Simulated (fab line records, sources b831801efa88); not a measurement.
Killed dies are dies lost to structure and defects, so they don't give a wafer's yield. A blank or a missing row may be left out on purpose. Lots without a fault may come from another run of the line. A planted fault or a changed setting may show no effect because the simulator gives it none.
Which tool did it? | flow gf180mcu | 11 lots, 33 wafers sampled, at 3 steps of a route of 602

WHAT THE GAUGES READ, wafer by wafer
GF_M5_OVL_MEAS_08. Usual: M5_OVL -1 nm, standard deviation 4.8.
lot  | measured     | on         | M5_OVL (nm) | flag
L668 | day 27 08:10 | overlay-01 | -2 -1 -2    |
L669 | day 27 13:02 | overlay-01 | -1 0 -3     |
L671 | day 28 08:28 | overlay-01 | -15 -11 -17 |
L674 | day 29 06:19 | overlay-02 | 2 -1 6      |
L682 | day 31 10:52 | overlay-01 | 2 -5 4      |
L683 | day 31 19:13 | overlay-01 | -4 -2 -6    |
L684 | day 31 23:14 | overlay-02 | -2 -2 -3    |
L685 | day 32 05:01 | overlay-02 | 4 -2 3      |
L686 | day 32 09:29 | overlay-02 | 0 8 6       |
L687 | day 32 13:13 | overlay-02 | -2 2 -4     |
L688 | day 32 18:49 | overlay-02 | -10 -1 2    |

WHICH TOOL RAN EACH LOT (tool, then ch and the chambers of the sampled wafers, then the start)
lot  | GF_V4_STRIP_18                       | GF_MIM_SPUTTER_00
L668 | plasma_asher-01 ch 0,1, day 25 12:26 | pvd_sputter-01, day 25 13:39
L669 | plasma_asher-02 ch 0,1, day 25 18:56 | pvd_sputter-02, day 25 20:08
L671 | plasma_asher-03 ch 0,1, day 26 14:59 | pvd_sputter-03, day 26 16:13
L674 | plasma_asher-03 ch 0,1, day 27 13:16 | pvd_sputter-02, day 27 14:32
L682 | plasma_asher-02 ch 0,1, day 29 20:38 | pvd_sputter-02, day 29 21:52
L683 | plasma_asher-02 ch 0,1, day 30 05:44 | pvd_sputter-03, day 30 07:01
L684 | plasma_asher-02 ch 0,1, day 30 10:07 | pvd_sputter-03, day 30 11:22
L685 | plasma_asher-02 ch 1, day 30 15:56   | pvd_sputter-02, day 30 17:27
L686 | plasma_asher-03 ch 0,1, day 30 21:29 | pvd_sputter-02, day 30 22:40
L687 | plasma_asher-02 ch 0,1, day 31 02:08 | pvd_sputter-02, day 31 03:28
L688 | plasma_asher-03 ch 0,1, day 31 08:23 | pvd_sputter-03, day 31 09:38
- GF_V4_STRIP_18: strips in O2/N2.
- GF_MIM_SPUTTER_00: material Ti, target thk 37.5 nm, time 150 s.

WHAT THE TOOLS THEMSELVES READ (means of the sampled wafers that have a number; where no wafer has one, the mark that the record gives instead)
GF_V4_STRIP_18. Usual: drypump_motor_current_A 5.75 A, standard deviation 0.28; heater_power_w 348 W, standard deviation 25; oes_product_au 0.593 a.u., standard deviation 0.0046.
lot  | tool            | drypump_motor_current_A (A) | heater_power_w (W) | oes_product_au (a.u.) | flag
L668 | plasma_asher-01 | 5.59                        | 360                | 0.591                 |
L669 | plasma_asher-02 | 5.74                        | 334                | 0.591                 |
L671 | plasma_asher-03 | 5.85                        | 333                | 0.594                 |
L674 | plasma_asher-03 | 5.68                        | 340                | 0.594                 |
L682 | plasma_asher-02 | 5.73                        | 328                | 0.596                 |
L683 | plasma_asher-02 | 5.98                        | 349                | 0.586                 |
L684 | plasma_asher-02 | 5.96                        | 356                | 0.595                 |
L685 | plasma_asher-02 | 6.18                        | 380                | 0.591                 |
L686 | plasma_asher-03 | 5.85                        | 339                | 0.593                 |
L687 | plasma_asher-02 | 5.94                        | 351                | 0.596                 |
L688 | plasma_asher-03 | 5.66                        | 339                | 0.595                 |

GF_MIM_SPUTTER_00. Usual: throttle_valve_pct 29.2 %, standard deviation 0.85.
lot  | tool           | throttle_valve_pct (%) | flag
L668 | pvd_sputter-01 | 29.0                   |
L669 | pvd_sputter-02 | 28.5                   |
L671 | pvd_sputter-03 | 30.1                   |
L674 | pvd_sputter-02 | 29.1                   |
L682 | pvd_sputter-02 | 29.3                   |
L683 | pvd_sputter-03 | 30.1                   |
L684 | pvd_sputter-03 | 29.9                   |
L685 | pvd_sputter-02 | 29.7                   |
L686 | pvd_sputter-02 | 30.0                   |
L687 | pvd_sputter-02 | 29.4                   |
L688 | pvd_sputter-03 | 30.0                   |

THE ANSWER, worked out from the rows above alone
Rule: a lot is off if the mean of its wafers that have a number lies more than 3 standard deviations from the usual mean. A lot without any number at a reading at which 4 lots or more have one is off too. The other lots that the step has rows for count as sound. The gauges are gone through in route order, then the tools' own readings, and for those a lot's mean is taken as printed above. The first step at which some lot is off is used, and at that step the reading that is off furthest; a lot without a number counts as furthest.
No lot is off at any reading shown: from this, nothing can be told.

WHAT THE SIMULATOR HAD PUT IN
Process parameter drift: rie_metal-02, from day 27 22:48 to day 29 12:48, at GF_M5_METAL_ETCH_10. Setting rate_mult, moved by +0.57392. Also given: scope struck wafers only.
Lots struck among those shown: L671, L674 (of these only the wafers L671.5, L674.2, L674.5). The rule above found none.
